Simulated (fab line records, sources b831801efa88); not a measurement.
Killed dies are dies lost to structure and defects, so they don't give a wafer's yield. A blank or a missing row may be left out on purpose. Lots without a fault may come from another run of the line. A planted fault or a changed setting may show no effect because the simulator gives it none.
Which tool did it? | flow gf180mcu | 6 lots, 18 wafers sampled, at 1 step of a route of 602

WHAT THE GAUGES READ, wafer by wafer
GF_V3_OVL_MEAS_15.
lot  | measured     | on         | V3_OVL (nm)
L201 | day 23 00:50 | overlay-01 | -3 5 8
L204 | day 24 08:00 | overlay-01 | -2 -5 -4
L206 | day 24 16:19 | overlay-02 | 3 -4 0
L211 | day 26 04:43 | overlay-02 | 2 1 -2
L218 | day 28 11:19 | overlay-02 | -3 -7 -6
L222 | day 29 12:43 | overlay-01 | -9 -12 -1

WHICH TOOL RAN EACH LOT (tool, then ch and the chambers of the sampled wafers, then the start)
The record holds no process step before these readings.

THE ANSWER, worked out from the rows above alone
Rule: what is usual is taken from the lots themselves. Put in order of their means at a reading, lots are off if they are a third of the lots or fewer, leave a main group of 4 or more, and stand apart from it by a gap of 3 or more times the standard deviation of the main group's means; of several such gaps the widest counts. A main group whose means are all the same, to the digits that the tables above print for the reading, isn't used. A lot without any number at a reading at which 4 lots or more have one is off too. The other lots that the step has rows for count as sound.
No lot is off at any reading shown: from this, nothing can be told.

WHAT THE SIMULATOR HAD PUT IN
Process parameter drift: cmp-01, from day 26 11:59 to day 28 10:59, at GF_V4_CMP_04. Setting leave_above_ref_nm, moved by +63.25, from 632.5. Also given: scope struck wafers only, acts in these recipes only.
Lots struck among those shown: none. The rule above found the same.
